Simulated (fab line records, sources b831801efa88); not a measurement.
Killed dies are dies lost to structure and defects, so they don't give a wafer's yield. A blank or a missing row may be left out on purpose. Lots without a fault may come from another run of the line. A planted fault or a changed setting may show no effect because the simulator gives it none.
Chamber matching | flow sky130 | SKY_CONTACT_CMP_04 on cmp-01: 4 sister chambers
The step polishes SiO2. 8 wafers are shown with their chamber, then 9 later ones without.

WAFERS WITH THEIR CHAMBER
wafer  | chamber | motor_current_A (A) | time_to_endpoint_s (s)
L393.6 | 0       | 13.1                | 78
L396.3 | 0       | 12.3                | 83
L396.5 | 3       | 13.4                | 96
L401.1 | 1       | 12.0                | 81
L401.5 | 2       | 13.3                | 83
L407.2 | 3       | 12.9                | 89
L407.3 | 2       | 13.8                | 82
L407.4 | 1       | 12.8                | 81

WAFERS WITHOUT THEIR CHAMBER
wafer  | motor_current_A (A) | time_to_endpoint_s (s)
L411.2 | 12.9                | 84
L411.4 | 12.3                | 84
L411.5 | 14.3                | 89
L412.3 | 12.6                | 84
L412.4 | 12.8                | 78
L412.5 | 14.4                | 79
L414.2 | 12.1                | 78
L414.3 | 12.5                | 74
L414.4 | 13.1                | 80

WHICH CHAMBER EACH WENT THROUGH
wafer  | from the rows above               | in truth
L411.2 | can't be placed: 0 or 1 or 2 or 3 | 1
L411.4 | can't be placed: 1 or 0 or 2      | 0
L411.5 | can't be placed: 2 or 3 or 0      | 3
L412.3 | can't be placed: 1 or 0 or 2 or 3 | 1
L412.4 | can't be placed: 0 or 1 or 2      | 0
L412.5 | can't be placed: 2 or 0           | 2
L414.2 | can't be placed: 1 or 0           | 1
L414.3 | can't be placed: 0 or 1 or 2      | 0
L414.4 | can't be placed: 0 or 2 or 1      | 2
Placed correctly: 0 of 9. Can't be placed from these rows: 9 (the true chamber is among the candidates in 9). Placed wrongly: 0.
How it was worked out, from the rows above alone: a wafer's distance from a chamber is the root of the sum, over the readings, of the square of ((its reading less the chamber's mean) divided by the reading's scatter). The wafer belongs to the nearest chamber; if the next one is less than 2 further off, it can't be placed. A chamber's mean is the mean of its shown wafers. The scatter: the root of (the sum of the squares of (reading less its chamber's mean) over the shown wafers, divided by (wafers less chambers)).
